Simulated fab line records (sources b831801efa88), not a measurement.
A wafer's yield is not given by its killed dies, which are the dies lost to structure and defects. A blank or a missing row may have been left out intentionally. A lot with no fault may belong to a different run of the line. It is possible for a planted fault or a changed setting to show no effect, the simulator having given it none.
Chamber matching	flow gf180mcu	3 sister chambers for GF_PASSIVATION_CVD_00 on pecvd-03
The step deposits SiO2 from TEOS, target thk 1000 nm, time 111.95 s. 3 wafers are shown with their chamber, then 12 later ones without.

## EACH WAFER AND ITS CHAMBER
wafer	chamber	heater_power_w (W)
L089.1	0	526
L089.2	1	767
L089.3	2	647

## WAFERS WITH NO CHAMBER GIVEN
wafer	heater_power_w (W)
L089.4	714
L089.5	627
L089.6	578
L093.1	723
L093.3	643
L093.5	727
L094.2	748
L094.5	599
L094.6	647
L097.3	779
L097.5	651
L097.6	705

## THE CHAMBER EACH PASSED THROUGH
wafer	from the rows above	in truth
L089.4	can't be placed: 1 or 2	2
L089.5	2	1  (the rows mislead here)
L089.6	can't be placed: 0 or 2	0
L093.1	can't be placed: 1 or 2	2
L093.3	2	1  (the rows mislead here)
L093.5	can't be placed: 1 or 2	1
L094.2	1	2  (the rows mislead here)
L094.5	can't be placed: 2 or 0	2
L094.6	2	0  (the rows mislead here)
L097.3	1	1
L097.5	2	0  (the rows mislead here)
L097.6	can't be placed: 2 or 1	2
Correctly placed: 1 of 12. These rows do not allow placing 6 (true chamber among the candidates in 6). 5 placed wrongly.
How it was worked out, from the rows above alone: a wafer's distance from a chamber is the root of the sum, over the readings, of the square of ((its reading less the chamber's mean) divided by the reading's scatter). The wafer belongs to the nearest chamber; if the next one is less than 2 further off, it can't be placed. A chamber's mean is the mean of its shown wafers. The scatter (one wafer shown for each chamber): square how far every hidden wafer sits from the nearest shown wafer, average those squares and take the square root.
